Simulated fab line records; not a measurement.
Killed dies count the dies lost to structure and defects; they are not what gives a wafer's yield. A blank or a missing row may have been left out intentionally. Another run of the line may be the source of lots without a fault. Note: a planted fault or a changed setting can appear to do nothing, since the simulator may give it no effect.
What tool caused it?	flow sky130	13 lots, 39 wafers sampled, at 3 steps of a route of 708

WHAT EACH GAUGE READ, for each wafer
SKY_POLY_CUT_CD_MEAS_08: target cd 270 nm.
lot	measured	on	cd-nm (nm)
L323	day 24 12:07	cd-sem-01	271.8 270.7 270.6
L324	day 24 12:25	cd-sem-02	268.6 269.2 270.5
L325	day 25 02:07	cd-sem-02	269.2 270.8 267.7
L326	day 25 07:05	cd-sem-02	267.2 267.8 268.0
L328	day 26 15:46	cd-sem-02	269.2 269.3 268.6
L331	day 27 02:40	cd-sem-02	271.1 270.8 270.4
L332	day 27 17:31	cd-sem-02	266.7 268.0 269.3
L333	day 27 19:05	cd-sem-01	269.3 269.5 269.0
L335	day 28 14:08	cd-sem-01	270.0 270.4 269.0
L334	day 28 18:01	cd-sem-02	270.0 269.0 270.3
L337	day 29 14:07	cd-sem-02	271.3 271.5 270.6
L336	day 29 14:25	cd-sem-01	270.2 271.9 270.0
L345	day 31 19:50	cd-sem-01	273.1 270.7 272.4

SKY_LI_CONTACT_BOW_MEAS_03.
lot	measured	on	LI_CONTACT_BOW (um)
L323	day 28 06:23	film-metro-01	50 43 60
L324	day 28 06:52	film-metro-02	61 58 52
L325	day 28 18:37	film-metro-01	55 56 42
L326	day 28 22:58	film-metro-02	52 60 58
L328	day 30 07:01	film-metro-01	64 61 63
L331	day 30 17:57	film-metro-02	54 52 51
L332	day 31 07:24	film-metro-02	54 68 65
L333	day 31 08:50	film-metro-01	61 51 45
L335	day 32 05:11	film-metro-01	53 61 55
L334	day 32 06:46	film-metro-01	49 65 58
L337	day 33 02:49	film-metro-01	55 71 46
L336	day 33 03:07	film-metro-04	50 55 46
L345	day 35 22:01	film-metro-04	54 51 38

TOOL THAT RAN EACH LOT (tool first, then ch and the chambers of the sampled wafers, then the start)
lot	SKY_RES_XHIGH_EXPOSE_04
L323	iline-stepper-02 ch 0, day 26 08:56
L324	iline-stepper-01 ch 0, day 26 09:22
L325	iline-stepper-01 ch 0, day 26 22:46
L326	iline-stepper-01 ch 0, day 27 02:19
L328	iline-stepper-01 ch 0, day 28 10:35
L331	iline-stepper-01 ch 0, day 28 21:53
L332	iline-stepper-01 ch 0, day 29 12:35
L333	iline-stepper-02 ch 0, day 29 14:14
L335	iline-stepper-02 ch 0, day 30 10:06
L334	iline-stepper-01 ch 0, day 30 12:59
L337	iline-stepper-01 ch 0, day 31 08:02
L336	iline-stepper-01 ch 0, day 31 08:59
L345	iline-stepper-01 ch 0, day 33 12:17
- SKY_RES_XHIGH_EXPOSE_04: exposes mask URPM, target cd 1270 nm.

WHAT THE TOOLS THEMSELVES READ (means of the sampled wafers that have a number; where no wafer has one, the mark that the record gives instead)
SKY_RES_XHIGH_EXPOSE_04.
lot	tool	exposure-dose-mJ-cm2	stage-vel-mm-s (mm/s)
L323	iline-stepper-02	140.00	499.83
L324	iline-stepper-01	139.96	500.06
L325	iline-stepper-01	140.14	500.18
L326	iline-stepper-01	139.92	499.93
L328	iline-stepper-01	140.02	500.45
L331	iline-stepper-01	139.83	499.92
L332	iline-stepper-01	140.03	499.91
L333	iline-stepper-02	139.91	500.07
L335	iline-stepper-02	139.74	499.84
L334	iline-stepper-01	139.76	499.70
L337	iline-stepper-01	139.94	499.94
L336	iline-stepper-01	132.38	499.92
L345	iline-stepper-01	132.34	500.02

THE ANSWER, worked out from the rows above alone
Rule: the lots themselves supply what counts as usual. Put in order of their means at a reading, lots are off if they are a third of the lots or fewer, leave a main group of 4 or more, and stand apart from it by a gap of 3 or more times the standard deviation of the main group's means; of several such gaps the widest counts. A main group whose means are all the same, to the digits that the tables above print for the reading, isn't used. Also off: a lot with no number at a reading for which 4 or more lots have one. Any other lot the step has rows for is counted as sound. The gauges are gone through in route order, then the tools' own readings, and for those a lot's mean is taken as printed above. The first step at which some lot is off is used, and at that step the reading that is off furthest; a lot without a number counts as furthest.
Off: L336, L345, at SKY_RES_XHIGH_EXPOSE_04 (exposure-dose-mJ-cm2). For the main group the mean is 139.93 and the standard deviation 0.11.
If a tool, at that step or one of the process steps before it, ran each lot that is off and ran no sound lot following the first of them, it fits. One fits: iline-stepper-01 at SKY_RES_XHIGH_EXPOSE_04. Its last sound lot is L337 (day 31 08:02), its first lot that is off L336 (day 31 08:59): a fault that began between those two fits.
The tool's own readings at SKY_RES_XHIGH_EXPOSE_04 bear it out: on the lots that are off they differ by more than 5 times the standard deviation of the sound lots' means. exposure-dose-mJ-cm2 reads 132.36 there against 139.93 on the sound lots.

WHAT THE SIMULATOR HAD PUT IN
Drift in process parameters on iline-stepper-01 at SKY_RES_XHIGH_EXPOSE_04, starting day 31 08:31. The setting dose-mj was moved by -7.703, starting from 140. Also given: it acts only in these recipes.
Struck lots among those shown: L336, L345. The rule above reached the same finding.
